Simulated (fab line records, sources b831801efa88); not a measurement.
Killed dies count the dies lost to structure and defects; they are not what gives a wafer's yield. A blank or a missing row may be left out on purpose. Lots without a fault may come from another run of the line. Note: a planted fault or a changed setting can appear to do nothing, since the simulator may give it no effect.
A lot that was struck, set against a sound lot    flow gf180mcu    13 steps out of a route of 602
Sound: these wafers, L512.2, L512.4, L512.6. Struck: wafers L501.3, L501.4, L501.5. The cause is given at the end.
At each step with rows: each side's tool, then ch and its chambers, then its first start. Under that, the readings that differ: sound wafers    struck wafers    difference of the means    sigmas: that difference in standard deviations of wafers without a fault.
alike: same words and numbers on both sides, and readings whose means sit less than 2 such deviations apart. not compared: any withheld reading, any reading some wafer has no value for, any bound like >300 that may hide the same value, and any number with overlapping values for which the record gives no deviation.
The two part at a step that has a row with sigmas, a row that says differs or no value, or rows on one side only. Numbers that have no deviation but don't overlap get no sigmas and don't part them. A reading missing from all wafers of one side parts the sides only when that side holds two or more wafers.

first, 5 steps without rows for these wafers: GF_STI_WET_ETCH_17 (etches Si3N4 in H3PO4, target depth 45 nm, time 514 s); GF_STI_CLEAN_18 (cleans in SC1/SC2, time 150 s); GF_STI_CLEAN_19 (cleans in dHF, time 20 s); GF_STI_WET_ETCH_20 (etches SiO2 in dHF, target depth 20 nm, time 400 s); GF_STI_OXIDATION_21 (stabilise 600 s, purge 300 s, target thk 15 nm).
GF_STI_THK_MEAS_22:
  sound on film-metro-04 at day 6 15:39; struck on film-metro-04 at day 4 11:08
  alike: STI_OXIDATION_01_THK
then, 1 step without rows for these wafers: GF_STI_CVD_23 (deposits SiO2, target thk 650 nm, time 108.3 s).
GF_STI_THK_MEAS_24:
  sound on film-metro-01 at day 6 15:47; struck on film-metro-01 at day 4 11:16
reading              sound        struck       difference  sigmas
STI_CVD_23_THK (nm)  663 667 670  639 647 651  -21         -3
GF_STI_CMP_25: polishes, stops on Si3N4, t overpolish 33 s, target thk 524.6 nm.
  sound on cmp-02 ch 1,2,3, day 6 15:56; struck on cmp-01 ch 1,2,3, day 4 11:19
  alike: motor-current-A, overpolish-run-s, time-to-endpoint-s
then, 3 steps without rows for these wafers: GF_STI_WET_ETCH_26 (etches SiO2 in dHF, target depth 94 nm, time 188 s); GF_STI_WET_ETCH_27 (etches Si3N4 in H3PO4, target depth 160 nm, time 1825 s); GF_STI_WET_ETCH_28 (etches SiO2 in dHF, target depth 20 nm, time 40 s).
GF_STI_OXIDATION_29: stabilise 600 s, purge 300 s, target thk 10 nm.
  sound on furnace-02 ch 0, day 6 17:02; struck on furnace-02, day 4 12:40
  no value came back on the struck wafers for any of 5 readings (ox-temp-c (C), ox-temp-c-max and others); on the sound wafers ox-temp-c (C) reads 899.4 899.7 899.5

== WHERE THEY PART ==
First at GF_STI_THK_MEAS_24; last, within this record, at GF_STI_OXIDATION_29.

WHY: what the simulator had put in
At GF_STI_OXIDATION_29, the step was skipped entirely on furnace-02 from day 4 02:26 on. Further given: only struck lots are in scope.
